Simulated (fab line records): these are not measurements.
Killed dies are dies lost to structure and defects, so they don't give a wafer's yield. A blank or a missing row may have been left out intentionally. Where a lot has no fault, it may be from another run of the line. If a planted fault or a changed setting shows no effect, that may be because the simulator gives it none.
Chamber matching :: flow gf180mcu :: 4 sister chambers for GF_POLY_GATE_ETCH_13 on rieSi-01
The step etches poly-Si in HBr/Cl2, stops on SiO2, target depth 198.5 nm, time 69.6 s. 8 wafers are shown with their chamber, then 7 later ones without.

EACH WAFER AND ITS CHAMBER
wafer: L801.4
chamber: 2
drypumpMotorCurrentA (A): 5.2
runLengthS (s): 98.5

wafer: L804.3
chamber: 2
drypumpMotorCurrentA (A): 5.2
runLengthS (s): 98.1

wafer: L804.6
chamber: 3
drypumpMotorCurrentA (A): 5.8
runLengthS (s): 98.2

wafer: L805.1
chamber: 1
drypumpMotorCurrentA (A): 5.7
runLengthS (s): 98.3

wafer: L805.3
chamber: 0
drypumpMotorCurrentA (A): 6.0
runLengthS (s): 98.0

wafer: L805.5
chamber: 0
drypumpMotorCurrentA (A): 6.0
runLengthS (s): 97.8

wafer: L806.3
chamber: 1
drypumpMotorCurrentA (A): 5.8
runLengthS (s): 98.6

wafer: L806.4
chamber: 3
drypumpMotorCurrentA (A): 5.8
runLengthS (s): 98.5

WAFERS MISSING THEIR CHAMBER
wafer: L806.5
drypumpMotorCurrentA (A): 5.9
runLengthS (s): 98.4

wafer: L807.1
drypumpMotorCurrentA (A): 5.8
runLengthS (s): 98.6

wafer: L807.2
drypumpMotorCurrentA (A): 5.9
runLengthS (s): 98.5

wafer: L807.3
drypumpMotorCurrentA (A): 5.8
runLengthS (s): 98.1

wafer: L814.3
drypumpMotorCurrentA (A): 5.8
runLengthS (s): 98.1

wafer: L814.4
drypumpMotorCurrentA (A): 5.2
runLengthS (s): 98.4

wafer: L814.6
drypumpMotorCurrentA (A): 5.7
runLengthS (s): 98.2

WHICH CHAMBER EACH WENT THROUGH
wafer: L806.5
from the rows above: can't be placed: 3 or 0 or 1
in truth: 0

wafer: L807.1
from the rows above: can't be placed: 3 or 1
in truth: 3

wafer: L807.2
from the rows above: can't be placed: 3 or 0 or 1
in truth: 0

wafer: L807.3
from the rows above: can't be placed: 3 or 1
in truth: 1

wafer: L814.3
from the rows above: can't be placed: 3 or 1
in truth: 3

wafer: L814.4
from the rows above: 2
in truth: 2

wafer: L814.6
from the rows above: can't be placed: 1 or 3
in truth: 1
Placed correctly: 1 of 7. Can't be placed from these rows: 6 (the true chamber is among the candidates in 6). Placed wrongly: 0.
How it was worked out, from the rows above alone: a wafer's distance from a chamber is the root of the sum, over the readings, of the square of ((its reading less the chamber's mean) divided by the reading's scatter). The wafer belongs to the nearest chamber; if the next one is less than 2 further off, it can't be placed. Each chamber's mean is taken over the wafers shown for it. The scatter: the root of (the sum of the squares of (reading less its chamber's mean) over the shown wafers, divided by (wafers less chambers)).
